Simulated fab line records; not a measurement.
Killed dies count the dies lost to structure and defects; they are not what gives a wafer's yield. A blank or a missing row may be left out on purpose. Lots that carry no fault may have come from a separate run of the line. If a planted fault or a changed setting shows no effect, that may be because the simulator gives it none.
What tool caused it?	flow gf180mcu	21 wafers sampled from 7 lots at 1 step of a route of 602

== WHAT THE GAUGES READ, wafer by wafer ==
GF_M3_OVL_MEAS_15.
lot	measured	on	M3_OVL (nm)
L624	day 22 02:05	overlay-01	6 8 0
L634	day 26 00:14	overlay-01	-9 -3 -4
L636	day 26 19:41	overlay-01	3 6 4
L637	day 27 01:56	overlay-02	-1 -3 -3
L641	day 27 21:16	overlay-01	7 4 7
L644	day 28 17:31	overlay-01	6 5 13
L646	day 29 03:56	overlay-02	-3 5 2

== WHICH TOOL RAN EACH LOT (tool, then ch and the chambers of the sampled wafers, then the start) ==
Record: no process step prior to these readings.

== THE ANSWER, worked out from the rows above alone ==
Rule: usual is defined by the lots themselves. Put in order of their means at a reading, lots are off if they are a third of the lots or fewer, leave a main group of 4 or more, and stand apart from it by a gap of 3 or more times the standard deviation of the main group's means; of several such gaps the widest counts. Not used: any main group whose means are identical at the precision the tables above print for the reading. A lot without any number at a reading at which 4 lots or more have one is off too. Any other lot the step has rows for is counted as sound.
No lot is off at any reading shown: from this, nothing can be told.

== WHAT WAS PUT IN BY THE SIMULATOR ==
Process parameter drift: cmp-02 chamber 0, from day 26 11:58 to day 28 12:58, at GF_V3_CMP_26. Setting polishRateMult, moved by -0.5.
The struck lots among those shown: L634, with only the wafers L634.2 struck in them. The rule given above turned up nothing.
